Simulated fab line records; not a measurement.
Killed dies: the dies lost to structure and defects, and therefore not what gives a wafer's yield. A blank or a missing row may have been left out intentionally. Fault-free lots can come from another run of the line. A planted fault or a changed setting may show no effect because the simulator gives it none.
Which of the tools did it? / flow sky130 / 21 wafers sampled from 7 lots at 1 step of a route of 708

## WHAT THE GAUGES READ, wafer by wafer
SKY_NWELL_RS_MEAS_31: a four-point-probe measurement.
lot=L956; measured=day 6 06:04; on=film_metro-01; PWDE_RS (ohm/sq)=5313 5294 5292
lot=L958; measured=day 6 15:58; on=film_metro-02; PWDE_RS (ohm/sq)=5246 5267 5267
lot=L960; measured=day 7 03:15; on=film_metro-01; PWDE_RS (ohm/sq)=5326 5311 5311
lot=L962; measured=day 7 15:31; on=film_metro-03; PWDE_RS (ohm/sq)=5278 5287 5285
lot=L969; measured=day 9 19:04; on=film_metro-01; PWDE_RS (ohm/sq)=5303 5293 5311
lot=L972; measured=day 10 05:18; on=film_metro-01; PWDE_RS (ohm/sq)=5289 5292 5314
lot=L975; measured=day 10 19:35; on=film_metro-02; PWDE_RS (ohm/sq)=5299 5283 5303

## EACH LOT AND THE TOOL THAT RAN IT (in order: tool; ch and the chambers of the sampled wafers; start)
Before these readings, the record contains no process step.

## THE ANSWER, worked out from the rows above alone
Rule: what is usual is taken from the lots themselves. Put in order of their means at a reading, lots are off if they are a third of the lots or fewer, leave a main group of 4 or more, and stand apart from it by a gap of 3 or more times the standard deviation of the main group's means; of several such gaps the widest counts. If all means in a main group match to the digits the tables above print for the reading, that group is not used. A lot without any number at a reading at which 4 lots or more have one is off too. Any other lot the step has rows for is counted as sound.
No lot is off on any of the readings shown, so nothing can be concluded from this.

## WHAT THE SIMULATOR PUT IN
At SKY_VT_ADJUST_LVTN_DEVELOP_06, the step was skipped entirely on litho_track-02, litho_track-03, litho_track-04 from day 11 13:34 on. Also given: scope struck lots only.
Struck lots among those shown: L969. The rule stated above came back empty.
